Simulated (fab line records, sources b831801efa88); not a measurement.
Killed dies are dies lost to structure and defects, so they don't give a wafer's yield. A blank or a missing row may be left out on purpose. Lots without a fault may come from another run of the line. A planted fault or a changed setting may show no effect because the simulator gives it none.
Chamber matching | flow sky130 | SKY_VIA2_CMP_24 on cmp-01: 4 sister chambers
The step polishes, stops on SiO2, t overpolish 20 s, target thk 0 nm. 8 wafers are shown with their chamber, then 8 later ones without.

WAFERS WITH THEIR CHAMBER
wafer  | chamber | time_to_endpoint_s (s) | motor_current_A (A)
L636.3 | 3       | 101                    | 11.9
L641.3 | 3       | 107                    | 11.4
L641.4 | 2       | 103                    | 12.0
L641.6 | 2       | 105                    | 11.7
L643.2 | 1       | 91                     | 11.3
L643.3 | 0       | 101                    | 11.0
L643.5 | 1       | 96                     | 12.3
L647.1 | 0       | 112                    | 10.9

WAFERS WITHOUT THEIR CHAMBER
wafer  | time_to_endpoint_s (s) | motor_current_A (A)
L647.4 | 97                     | 12.0
L647.6 | 111                    | 11.2
L648.2 | 108                    | 10.6
L648.3 | 106                    | 12.2
L648.4 | 97                     | 11.8
L653.3 | 105                    | 10.7
L653.5 | 105                    | 11.5
L653.6 | 105                    | 11.7

WHICH CHAMBER EACH WENT THROUGH
wafer  | from the rows above          | in truth
L647.4 | can't be placed: 1 or 2 or 3 | 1
L647.6 | can't be placed: 0 or 3 or 2 | 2
L648.2 | can't be placed: 0 or 3      | 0
L648.3 | can't be placed: 2 or 3 or 1 | 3
L648.4 | can't be placed: 1 or 2 or 3 | 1
L653.3 | can't be placed: 0 or 3      | 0
L653.5 | can't be placed: 3 or 2 or 0 | 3
L653.6 | can't be placed: 3 or 2 or 0 | 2
Placed correctly: 0 of 8. Can't be placed from these rows: 8 (the true chamber is among the candidates in 8). Placed wrongly: 0.
How it was worked out, from the rows above alone: a wafer's distance from a chamber is the root of the sum, over the readings, of the square of ((its reading less the chamber's mean) divided by the reading's scatter). The wafer belongs to the nearest chamber; if the next one is less than 2 further off, it can't be placed. A chamber's mean is the mean of its shown wafers. The scatter: the root of (the sum of the squares of (reading less its chamber's mean) over the shown wafers, divided by (wafers less chambers)).
